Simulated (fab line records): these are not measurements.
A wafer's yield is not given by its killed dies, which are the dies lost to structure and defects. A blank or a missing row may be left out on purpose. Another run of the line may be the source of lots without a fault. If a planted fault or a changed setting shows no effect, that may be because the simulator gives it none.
What tool caused it?	flow gf180mcu	at 1 step of a route of 602, 6 lots with 18 wafers sampled

## WHAT THE GAUGES READ, wafer by wafer
GF_SALICIDE_THK_MEAS_05: measures by xrf.
lot	measured	on	SALICIDE_TIN_THK (nm)
L242	day 16 12:04	film_metro-02	19.83 19.82 20.06
L244	day 17 12:01	film_metro-03	20.17 20.31 20.23
L247	day 18 11:41	film_metro-03	20.13 19.95 20.32
L253	day 20 15:12	film_metro-02	19.98 19.53 19.95
L256	day 21 13:07	film_metro-04	20.78 20.53 20.67
L261	day 22 20:43	film_metro-03	19.87 20.06 19.77

## EACH LOT AND THE TOOL THAT RAN IT (in order: tool; ch and the chambers of the sampled wafers; start)
The record holds no process step before these readings.

## THE ANSWER, worked out from the rows above alone
Rule: the usual values come from the lots themselves. The widest of any qualifying gaps counts: lots, ordered by their means at a reading, are off when they make up no more than a third of the lots, leave a main group of 4 or more, and stand apart from it by 3 or more times the standard deviation of that group's means. A main group is skipped when, at the precision printed for the reading in the tables above, its means are all equal. Also off: a lot with no number at a reading for which 4 or more lots have one. The other lots that the step has rows for count as sound.
Nothing can be told from this: no lot is off at any reading shown.

## WHAT HAD BEEN PUT IN BY THE SIMULATOR
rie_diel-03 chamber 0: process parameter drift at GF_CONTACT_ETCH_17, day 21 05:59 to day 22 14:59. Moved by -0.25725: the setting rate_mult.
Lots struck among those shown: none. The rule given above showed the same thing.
